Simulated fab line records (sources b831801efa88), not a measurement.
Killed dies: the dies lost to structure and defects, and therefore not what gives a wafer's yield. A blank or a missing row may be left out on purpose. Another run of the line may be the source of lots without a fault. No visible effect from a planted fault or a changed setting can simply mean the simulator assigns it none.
A struck lot beside a sound one -- flow sky130 -- 20 out of 708 route steps
Sound: the wafers L136.1, L136.2, L136.4. Struck: wafers L125.2, L125.4, L125.6. The cause is given at the end.
Order at every step that has rows: each side's tool, ch and its chambers, its first start. Under that, the readings that differ: sound wafers -- struck wafers -- difference of the means -- sigmas: that difference in standard deviations of wafers without a fault.
alike: readings whose means differ by less than 2 such deviations, and words and numbers that are the same on both sides. not compared: withheld readings, readings that some wafer has no value for, bounds like >300 that may hide the same value, and numbers for which the record gives no deviation and whose values overlap.
The two part at a step that has a row with sigmas, a row that says differs or no value, or rows on one side only. Numbers that don't overlap but have no deviation are shown without sigmas and don't part them. A reading missing from all wafers of one side parts the sides only when that side holds two or more wafers.

SKY_POLY_GATE_THK_MEAS_21:
  sound on film-metro-02, day 23 14:19; struck on film-metro-03, day 18 19:20
  alike: POLY_GATE_OXIDATION_THK
SKY_POLY_GATE_CD_MEAS_22:
  sound on cd-sem-01, day 23 14:22; struck on cd-sem-01, day 18 19:24
  alike: cd-nm
then, 7 steps without rows for these wafers: SKY_LDD_N_DEHYDRATE_00 (time 60 s); SKY_LDD_N_HMDS_01 (prime time 60 s); SKY_LDD_N_COAT_02 (resist thk 300 nm); SKY_LDD_N_SOFTBAKE_03 (time 60 s); SKY_LDD_N_EXPOSE_04 (exposes mask NTM, target cd 840 nm); SKY_LDD_N_PEB_05; SKY_LDD_N_DEVELOP_06 (develop time 60 s).
SKY_LDD_N_OVL_MEAS_07:
  sound on overlay-02, day 24 20:11; struck on overlay-01, day 20 02:35
  alike: LDD_N_OVL
then, 2 steps without rows for these wafers: SKY_LDD_N_IMPLANT_08; SKY_LDD_N_IMPLANT_09.
SKY_LDD_N_IMPLANT_10:
  sound on implanter-03 ch 0, day 24 20:31; struck on implanter-01, day 20 02:56
  no value came back on the struck wafers for beam-energy-keV, beam-on-s (s); on the sound wafers beam-energy-keV reads 19.996 19.997 20.014
then, 5 steps without rows for these wafers: SKY_LDD_N_IMPLANT_11; SKY_LDD_N_IMPLANT_12; SKY_LDD_N_IMPLANT_13; SKY_LDD_N_IMPLANT_14; SKY_LDD_N_IMPLANT_15.
SKY_LDD_N_STRIP_16: strips in O2/N2.
  sound on plasma-asher-02 ch 0,1, day 24 21:25; struck on plasma-asher-02 ch 1, day 20 03:49
reading,sound,struck,difference,sigmas
strip-time-to-endpoint-s (s),4.314 4.304 4.327,4.109 4.101 4.124,-0.204,-12
  alike: drypump-motor-current-A, oes-product-au
  not compared: rf-hours-counter-h
SKY_LDD_N_TW_MEAS_17:
  sound on film-metro-01, day 24 21:31; struck on film-metro-04, day 20 03:56
reading,sound,struck,difference,sigmas
LDD_N_TW,2599 2586 2606,2416 2401 2412,-187,-9

## WHERE THEY PART
Last at SKY_LDD_N_TW_MEAS_17 as far as this record goes, first at SKY_LDD_N_IMPLANT_10.

WHY: what the simulator had put in
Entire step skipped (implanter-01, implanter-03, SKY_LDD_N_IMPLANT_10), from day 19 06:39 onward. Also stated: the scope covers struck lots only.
